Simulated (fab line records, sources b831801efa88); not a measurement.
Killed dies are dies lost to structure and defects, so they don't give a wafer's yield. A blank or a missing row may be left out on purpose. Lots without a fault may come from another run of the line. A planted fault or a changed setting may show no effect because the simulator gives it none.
Chamber matching | flow sky130 | SKY_FIELD_ISO_CMP_27 on cmp-02: 4 sister chambers
The step polishes, stops on Si3N4, t overpolish 16 s, target thk 457.8 nm. 14 wafers are shown with their chamber, then 7 later ones without.

WAFERS WITH THEIR CHAMBER
wafer  | chamber | motor_current_A (A) | time_to_endpoint_s (s) | overpolish_run_s (s)
L501.2 | 2       | 13.3                | 116                    | 16.016
L501.3 | 1       | 10.8                | 109                    | 15.990
L501.5 | 2       | 13.3                | 114                    | 15.995
L502.1 | 0       | 11.6                | 107                    | 16.002
L502.5 | 0       | 11.3                | 106                    | 15.992
L502.6 | 3       | 10.6                | 110                    | 16.002
L511.2 | 1       | 10.8                | 106                    | 15.993
L511.3 | 2       | 13.0                | 111                    | 15.985
L511.5 | 3       | 10.2                | 107                    | 15.998
L512.2 | 3       | 10.9                | 107                    | 16.002
L512.5 | 1       | 10.8                | 105                    | 15.997
L512.6 | 0       | 10.7                | 105                    | 16.016
L516.2 | 1       | 10.6                | 108                    | 15.995
L516.3 | 3       | 10.5                | 107                    | 16.000

SIGNATURES (means of the wafers above)
reading            | chamber 0 | chamber 1 | chamber 2 | chamber 3 | scatter within a chamber
motor_current_A    | 11.200    | 10.750    | 13.200    | 10.550    | 0.276
time_to_endpoint_s | 106.00    | 107.00    | 113.67    | 107.75    | 1.77
overpolish_run_s   | 16.00333  | 15.99375  | 15.99867  | 16.00050  | 0.00911
Rule: a wafer's distance from a chamber is the root of the sum, over the readings, of the square of ((its reading less the chamber's mean) divided by the reading's scatter). The wafer belongs to the nearest chamber; if the next one is less than 2 further off, it can't be placed. The scatter: the root of (the sum of the squares of (reading less its chamber's mean) over the shown wafers, divided by (wafers less chambers)).

WAFERS WITHOUT THEIR CHAMBER
wafer  | motor_current_A (A) | time_to_endpoint_s (s) | overpolish_run_s (s)
L516.6 | 11.3                | 106                    | 16.000
L518.2 | 10.6                | 110                    | 15.996
L518.3 | 11.3                | 109                    | 15.987
L518.5 | 10.5                | 109                    | 16.003
L521.4 | 12.8                | 111                    | 16.001
L521.5 | 11.0                | 110                    | 16.006
L521.6 | 10.5                | 112                    | 16.013

WHICH CHAMBER EACH WENT THROUGH
wafer  | from the rows above          | in truth
L516.6 | can't be placed: 0 or 1      | 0
L518.2 | can't be placed: 3 or 1 or 0 | 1
L518.3 | can't be placed: 1 or 0 or 3 | 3
L518.5 | can't be placed: 3 or 1      | 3
L521.4 | 2                            | 2
L521.5 | can't be placed: 3 or 1 or 0 | 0
L521.6 | can't be placed: 3 or 1 or 0 | 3
Placed correctly: 1 of 7. Can't be placed from these rows: 6 (the true chamber is among the candidates in 6). Placed wrongly: 0.
